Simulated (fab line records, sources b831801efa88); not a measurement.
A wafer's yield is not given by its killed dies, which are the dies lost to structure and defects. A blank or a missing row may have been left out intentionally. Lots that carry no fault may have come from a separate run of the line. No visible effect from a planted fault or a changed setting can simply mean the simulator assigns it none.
What tool caused it?    flow sky130    Sampling: 15 lots, 45 wafers, 6 of 708 route steps

## WHAT THE GAUGES SHOWED, per wafer
SKY_PWDE_TW_MEAS_10. Usual: for PWDE_TW the level is 373 and the standard deviation is 7.
lot   measured     on            PWDE_TW      flag
L893  day 3 21:31  filmMetro-02  366 367 367  
L895  day 4 10:56  filmMetro-02  364 368 368  
L898  day 5 00:44  filmMetro-01  365 367 369  
L900  day 5 11:17  filmMetro-02  368 365 368  
L903  day 6 08:46  filmMetro-02  29 29 29     OFF
L904  day 6 15:34  filmMetro-04  31 31 31     OFF
L905  day 6 17:16  filmMetro-04  31 31 31     OFF
L908  day 7 11:08  filmMetro-04  380 381 380  
L909  day 7 16:02  filmMetro-04  381 382 383  
L910  day 7 21:05  filmMetro-01  373 372 371  
L911  day 8 03:16  filmMetro-02  367 365 366  
L913  day 8 16:44  filmMetro-04  379 378 380  
L914  day 8 22:52  filmMetro-04  376 378 379  
L915  day 9 02:07  filmMetro-02  363 363 365  
L916  day 9 05:25  filmMetro-04  381 379 380  

SKY_SONOS_ONO_THK_MEAS_01. Usual: for SONOS_ONO_OXIDATION_THK the level is 2.61 nm and the standard deviation is 0.064.
lot   measured      on            SONOS_ONO_OXIDATION_THK (nm)  flag
L893  day 11 13:32  filmMetro-01  2.64 2.56 2.59                
L895  day 12 05:35  filmMetro-01  2.58 2.63 2.53                
L898  day 13 02:35  filmMetro-01  2.57 2.57 2.61                
L900  day 13 18:07  filmMetro-03  2.62 2.47 2.58                
L903  day 15 00:27  filmMetro-03  2.53 2.57 2.57                
L904  day 15 11:11  filmMetro-02  2.50 2.49 2.53                
L905  day 15 15:10  filmMetro-03  2.59 2.51 2.58                
L908  day 16 14:40  filmMetro-03  2.54 2.48 2.55                
L909  day 16 21:39  filmMetro-03  2.61 2.61 2.59                
L910  day 17 02:03  filmMetro-02  2.64 2.68 2.69                
L911  day 17 15:14  filmMetro-02  2.60 2.61 2.64                
L913  day 18 04:34  filmMetro-02  2.69 2.70 2.68                
L914  day 18 17:20  filmMetro-01  2.67 2.63 2.62                
L915  day 18 20:11  filmMetro-01  2.67 2.70 2.77                
L916  day 18 23:19  filmMetro-02  2.70 2.71 2.72                

SKY_GATE_OXIDE_TW_MEAS_14. Usual: for GATE_OXIDE_TW the level is 222 and the standard deviation is 3.3.
lot   measured      on            GATE_OXIDE_TW  flag
L893  day 13 22:19  filmMetro-01  219 218 219    
L895  day 14 15:02  filmMetro-01  221 220 222    
L898  day 15 12:50  filmMetro-01  219 218 220    
L900  day 16 06:13  filmMetro-02  219 219 218    
L903  day 17 15:07  filmMetro-04  227 227 227    
L904  day 18 01:40  filmMetro-01  219 219 220    
L905  day 18 06:11  filmMetro-01  219 220 220    
L908  day 19 12:36  filmMetro-04  225 226 226    
L909  day 19 17:04  filmMetro-04  228 226 228    
L910  day 19 21:53  filmMetro-02  218 218 218    
L911  day 20 09:37  filmMetro-02  218 219 218    
L913  day 21 00:04  filmMetro-04  226 225 227    
L914  day 21 13:29  filmMetro-02  218 219 218    
L915  day 21 14:55  filmMetro-04  225 226 226    
L916  day 21 17:17  filmMetro-02  220 221 219    

SKY_RES_PROTECT_TW_MEAS_08. Usual: for POLY_GATE_TW the level is 4038 and the standard deviation is 67.
lot   measured      on            POLY_GATE_TW    flag
L893  day 15 03:39  filmMetro-04  4085 4087 4078  
L895  day 15 21:49  filmMetro-02  3951 3975 3937  
L898  day 16 20:46  filmMetro-02  3943 3961 3939  
L900  day 17 18:28  filmMetro-02  3970 3954 3937  
L903  day 19 06:27  filmMetro-02  3949 3943 3948  
L904  day 19 13:24  filmMetro-04  4107 4093 4078  
L905  day 19 19:42  filmMetro-04  4123 4106 4061  
L908  day 20 22:19  filmMetro-02  3960 3974 3972  
L909  day 21 03:39  filmMetro-03  4100 4093 4054  
L910  day 21 09:22  filmMetro-02  3964 3962 3972  
L911  day 21 21:15  filmMetro-03  4102 4093 4094  
L913  day 22 09:04  filmMetro-04  4100 4108 4094  
L914  day 22 23:47  filmMetro-04  4098 4092 4095  
L915  day 23 00:44  filmMetro-04  4127 4110 4092  
L916  day 23 03:25  filmMetro-02  3977 3967 3985  

## EACH LOT AND THE TOOL THAT RAN IT (in order: tool; ch and the chambers of the sampled wafers; start)
lot   SKY_DNWELL_STRIP_08                 SKY_PWDE_STRIP_09
L893  plasmaAsher-04 ch 0,1, day 3 05:42  plasmaAsher-04 ch 0,1, day 3 21:25
L895  plasmaAsher-03 ch 0,1, day 3 17:03  plasmaAsher-04 ch 0, day 4 10:49
L898  plasmaAsher-03 ch 1, day 4 07:15    plasmaAsher-03 ch 0, day 5 00:37
L900  plasmaAsher-02 ch 0,1, day 4 17:52  plasmaAsher-03 ch 0,1, day 5 11:12
L903  plasmaAsher-03 ch 1, day 5 13:52    plasmaAsher-01 ch 0,1, day 6 08:40
L904  plasmaAsher-03 ch 0,1, day 5 19:48  plasmaAsher-01 ch 1, day 6 15:28
L905  plasmaAsher-03 ch 0,1, day 5 22:15  plasmaAsher-03 ch 0,1, day 6 17:10
L908  plasmaAsher-03 ch 0,1, day 6 15:24  plasmaAsher-03 ch 0,1, day 7 11:01
L909  plasmaAsher-02 ch 0,1, day 6 19:45  plasmaAsher-04 ch 0, day 7 15:56
L910  plasmaAsher-03 ch 0,1, day 7 00:14  plasmaAsher-04 ch 0,1, day 7 20:59
L911  plasmaAsher-02 ch 0,1, day 7 06:15  plasmaAsher-03 ch 0,1, day 8 03:10
L913  plasmaAsher-04 ch 0,1, day 7 19:45  plasmaAsher-03 ch 0,1, day 8 16:38
L914  plasmaAsher-04 ch 0,1, day 8 01:18  plasmaAsher-03 ch 0, day 8 22:46
L915  plasmaAsher-02 ch 0,1, day 8 05:03  plasmaAsher-03 ch 0,1, day 9 02:01
L916  plasmaAsher-04 ch 0,1, day 8 08:34  plasmaAsher-01 ch 0,1, day 9 05:17
- SKY_DNWELL_STRIP_08: strips in O2/N2.
- SKY_PWDE_STRIP_09: strips in O2/N2.

## WHAT THE TOOLS THEMSELVES READ (means of the sampled wafers that have a number; where no wafer has one, the mark that the record gives instead)
SKY_DNWELL_STRIP_08. Usual: chamberPressureMTorr 1499.9 mTorr, standard deviation 1.3; drypumpMotorCurrentA 5.7 A, standard deviation 0.32; oesProductAu 0.722 a.u., standard deviation 0.0043; stripTimeToEndpointS 36.95 s, standard deviation 0.11.
lot   tool            chamberPressureMTorr (mTorr)  drypumpMotorCurrentA (A)  oesProductAu (a.u.)  stripTimeToEndpointS (s)  flag
L893  plasmaAsher-04  1500.2                        5.9                       0.720                36.95                     
L895  plasmaAsher-03  1499.2                        5.7                       0.721                36.78                     
L898  plasmaAsher-03  1499.5                        6.0                       0.720                36.92                     
L900  plasmaAsher-02  1500.2                        5.7                       0.723                36.89                     
L903  plasmaAsher-03  -                             -                         -                    -                         OFF
L904  plasmaAsher-03  -                             -                         -                    -                         OFF
L905  plasmaAsher-03  -                             -                         -                    -                         OFF
L908  plasmaAsher-03  1501.3                        5.7                       0.715                37.12                     
L909  plasmaAsher-02  1501.1                        5.7                       0.724                36.97                     
L910  plasmaAsher-03  1499.2                        5.7                       0.726                37.08                     
L911  plasmaAsher-02  1499.3                        5.7                       0.716                37.03                     
L913  plasmaAsher-04  1499.6                        5.8                       0.723                36.93                     
L914  plasmaAsher-04  1500.6                        5.9                       0.720                37.06                     
L915  plasmaAsher-02  1499.7                        5.7                       0.720                36.99                     
L916  plasmaAsher-04  1500.0                        5.8                       0.725                37.09                     

SKY_PWDE_STRIP_09. Usual: chamberPressureMTorr 1499.9 mTorr, standard deviation 1.3; drypumpMotorCurrentA 5.7 A, standard deviation 0.41; oesProductAu 0.723 a.u., standard deviation 0.0043; stripTimeToEndpointS 36.92 s, standard deviation 0.1.
lot   tool            chamberPressureMTorr (mTorr)  drypumpMotorCurrentA (A)  oesProductAu (a.u.)  stripTimeToEndpointS (s)  flag
L893  plasmaAsher-04  1499.5                        5.8                       0.726                36.84                     
L895  plasmaAsher-04  1498.0                        6.0                       0.723                36.78                     
L898  plasmaAsher-03  1499.1                        5.1                       0.725                36.82                     
L900  plasmaAsher-03  1501.3                        5.7                       0.718                37.00                     
L903  plasmaAsher-01  1500.4                        6.1                       0.740                81.05                     OFF
L904  plasmaAsher-01  1500.6                        5.4                       0.737                81.05                     OFF
L905  plasmaAsher-03  1498.7                        5.7                       0.739                81.00                     OFF
L908  plasmaAsher-03  1499.3                        5.7                       0.722                36.99                     
L909  plasmaAsher-04  1500.0                        6.0                       0.726                37.00                     
L910  plasmaAsher-04  1499.9                        5.8                       0.724                36.85                     
L911  plasmaAsher-03  1500.1                        5.4                       0.726                37.08                     
L913  plasmaAsher-03  1499.9                        5.3                       0.721                36.99                     
L914  plasmaAsher-03  1499.7                        5.0                       0.718                36.99                     
L915  plasmaAsher-03  1499.1                        5.3                       0.719                36.69                     
L916  plasmaAsher-01  1500.9                        5.7                       0.726                36.94                     

## THE ANSWER, worked out from the rows above alone
Rule: lot off if the mean of its wafers having a number is beyond 3 standard deviations from the usual mean. A lot without any number at a reading at which 4 lots or more have one is off too. Any other lot the step has rows for is counted as sound. Order of review: gauges by route order, followed by the tools' own readings, for which a lot's mean as printed above is used. At the first step where some lot is off, the reading lying furthest off is the one used; lots without a number count as furthest.
Off: L903, L904, L905, at SKY_PWDE_TW_MEAS_10 (PWDE_TW).
If a tool, at a process step before that reading, ran all the lots that are off and no sound lot after the first of them, it fits. The gauges at SKY_PWDE_TW_MEAS_10 aren't tried: what is off there is off at SKY_DNWELL_STRIP_08 too, on other tools, and a gauge's error can't cause that. Not one of the candidates tried fits.

## WHAT HAD BEEN PUT IN BY THE SIMULATOR
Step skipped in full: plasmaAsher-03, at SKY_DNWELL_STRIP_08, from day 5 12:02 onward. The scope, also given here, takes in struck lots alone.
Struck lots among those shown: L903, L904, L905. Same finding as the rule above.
